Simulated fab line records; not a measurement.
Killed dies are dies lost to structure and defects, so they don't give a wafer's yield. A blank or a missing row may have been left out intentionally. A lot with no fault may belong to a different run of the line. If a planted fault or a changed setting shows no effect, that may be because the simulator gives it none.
8D (eight disciplines) problem report, filled in by code    flow gf180mcu    the parts of the form that need people (team, actions taken, sign-off) are left out

1. PROBLEM STATEMENT
Mean V3_CVD_02_THK at GF_V3_THK_MEAS_03: 338 nm over 2 wafers in 2 lots; fault-free wafers: 852 nm, standard deviation 11. Relative to the usual mean, that is a shift of -47 standard deviations.
The first sign was on wafer L413.2 at day 23 07:39, on film metro-03. Wafers with a number at this step in the record: 33, from 11 lots. By rule, "out" or "out of limits" means more than 4 standard deviations away from the usual mean. Any other wafer with a number is counted as sound.

2. WHAT IT IS, AND WHAT IT ISN'T
question                     is                 is not
which readings at this step  V3_CVD_02_THK      -
which lots                   L413, L415         L410, L411, L412, L424, L425, L426, L427, L429, L431
which wafers of those lots   L413.2, L415.2     L413.4, L413.5, L415.1, L415.3
read on which gauges         film metro-03      film metro-01, film metro-02
when                         from day 23 07:39  up to then (11 sound wafers); but 20 sound wafers of L415, L424, L425, L426, L427, L429, L431 came after

3. SUSPECTS, AND WHAT RULES EACH OUT
Counting: a tool at a process step up to the reading stays a suspect if it ran every lot that is out. Sound lots after the first of them don't rule it out here, since some wafers of a struck lot are sound.
- the gauge at GF_V3_THK_MEAS_03: ruled out. All the wafers that are out were read on film metro-03, but those of them that GF_V3_CVD_02 has rows for are out there too, on other tools.
- cmp-01 at GF_V2_CMP_04 (polishes SiO2): kept. It processed each lot that is out (first: L413, day 21 06:49); up to then, its last sound lot is L411 (day 20 12:32).
- pvd sputter-01 at GF_M3_SPUTTER_00 (material Ti, target thk 37.5 nm, time 150 s): kept. It processed each lot that is out (first: L413, day 22 07:32); up to then, its last sound lot is L411 (day 21 14:57).
- pecvd-01 at GF_V3_CVD_02 (deposits SiO2 from TEOS, target thk 850 nm, time 94.851 s): kept. It processed each lot that is out (first: L413, day 23 07:34); up to then, its last sound lot is L412 (day 23 01:32). Out on those wafers are its own readings of run length s.
- At GF_V3_CVD_02, inside pecvd-01: chamber 0 took the wafers that are out, while their sound lot-mates went through chambers 1, 2.
Left after counting: cmp-01 at GF_V2_CMP_04, pvd sputter-01 at GF_M3_SPUTTER_00, pecvd-01 at GF_V3_CVD_02.

4. THE CAUSE (what the simulator had put in)
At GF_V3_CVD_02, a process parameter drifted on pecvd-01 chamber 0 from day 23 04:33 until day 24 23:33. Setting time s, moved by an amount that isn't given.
After counting, 3 suspects remain, this tool included.

5. SEQUENCE OF EFFECTS, ordered by route
Each row: a reading where the mean over the struck wafers with a number is more than 3 standard deviations away from the usual. Only readings for which the record gives a usual standard deviation are gone through. hours: the time from each lot's start at the first step in this table that gives one to its start at this step, as a median over the lots. sigmas: the change in usual standard deviations.
hours  step               reading             usual       on struck wafers  change  sigmas
0      GF_V3_CVD_02       run length s        123.1 s     66.4              -56.7   -99 or more
0      GF_V3_THK_MEAS_03  V3_CVD_02_THK       852 nm      338               -514    -47
0      GF_V3_CMP_04       time to endpoint s  81 s        18                -62     -13
-      GF_V3_ETCH_17      oes product au      0.856 a.u.  0.635             -0.221  -48
Here are the process steps it includes:
- GF_V3_CVD_02: deposits SiO2 from TEOS, target thk 850 nm, time 94.851 s.
- GF_V3_CMP_04: polishes SiO2.
- GF_V3_ETCH_17: etches SiO2 in C4F8/O2/Ar, stops on TiN, target depth 635 nm.

6. HOW IT WOULD HAVE BEEN CAUGHT EARLIER
The first out-of-limits reading at a measuring or inspecting step in this record came at day 23 07:39, 3 hours after the fault's start at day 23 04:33.
The tool's own readings at GF_V3_CVD_02 were out on every struck wafer that the step has a row for (run length s): an alarm limit on them would have fired on the first of those.
Of the lots that are out (2), L415 began GF_V3_CVD_02 on pecvd-01 after day 23 07:39. Holding the tool at that time would have saved it.
